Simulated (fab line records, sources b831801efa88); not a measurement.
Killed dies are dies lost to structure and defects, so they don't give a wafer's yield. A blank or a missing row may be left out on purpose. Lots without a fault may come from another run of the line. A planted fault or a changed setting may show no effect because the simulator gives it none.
Chamber matching | flow sky130 | SKY_VIA3_CMP_02 on cmp-01: 4 sister chambers
The step polishes SiO2. 20 wafers are shown with their chamber, then 10 later ones without.

WAFERS WITH THEIR CHAMBER
wafer  | chamber | motor_current_A (A) | slurry_flow_ml_min
L074.3 | 0       | 10.2                | 149.7
L074.4 | 3       | 14.4                | 149.8
L074.5 | 2       | 13.6                | 149.8
L077.3 | 3       | 14.1                | 149.8
L077.5 | 2       | 13.7                | 150.1
L077.6 | 1       | 12.4                | 150.3
L078.1 | 3       | 13.7                | 149.9
L078.4 | 0       | 11.0                | 149.9
L078.5 | 0       | 10.5                | 149.3
L079.1 | 3       | 14.8                | 149.8
L079.3 | 2       | 14.6                | 150.1
L079.5 | 2       | 13.2                | 150.3
L081.1 | 1       | 12.2                | 150.0
L081.2 | 0       | 10.6                | 150.6
L081.4 | 3       | 14.3                | 150.0
L087.2 | 0       | 10.3                | 149.4
L087.3 | 2       | 13.5                | 150.4
L087.5 | 0       | 11.0                | 149.8
L089.2 | 0       | 10.9                | 149.9
L089.4 | 2       | 14.2                | 150.5

SIGNATURES (means of the wafers above)
reading            | chamber 0 | chamber 1 | chamber 2 | chamber 3 | scatter within a chamber
motor_current_A    | 10.643    | 12.300    | 13.800    | 14.260    | 0.405
slurry_flow_ml_min | 149.800   | 150.150   | 150.200   | 149.860   | 0.304
Rule: a wafer's distance from a chamber is the root of the sum, over the readings, of the square of ((its reading less the chamber's mean) divided by the reading's scatter). The wafer belongs to the nearest chamber; if the next one is less than 2 further off, it can't be placed. The scatter: the root of (the sum of the squares of (reading less its chamber's mean) over the shown wafers, divided by (wafers less chambers)).

WAFERS WITHOUT THEIR CHAMBER
wafer  | motor_current_A (A) | slurry_flow_ml_min
L089.5 | 10.7                | 149.6
L092.1 | 12.9                | 150.2
L092.5 | 12.9                | 150.7
L092.6 | 14.1                | 149.7
L091.1 | 10.8                | 149.4
L091.2 | 14.1                | 150.6
L091.3 | 12.4                | 150.1
L094.1 | 10.1                | 150.2
L094.3 | 15.0                | 149.9
L094.4 | 13.7                | 150.4

WHICH CHAMBER EACH WENT THROUGH
wafer  | from the rows above     | in truth
L089.5 | 0                       | 0
L092.1 | can't be placed: 1 or 2 | 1
L092.5 | can't be placed: 1 or 2 | 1
L092.6 | can't be placed: 3 or 2 | 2
L091.1 | 0                       | 0
L091.2 | can't be placed: 2 or 3 | 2
L091.3 | 1                       | 1
L094.1 | 0                       | 0
L094.3 | can't be placed: 3 or 2 | 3
L094.4 | can't be placed: 2 or 3 | 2
Placed correctly: 4 of 10. Can't be placed from these rows: 6 (the true chamber is among the candidates in 6). Placed wrongly: 0.
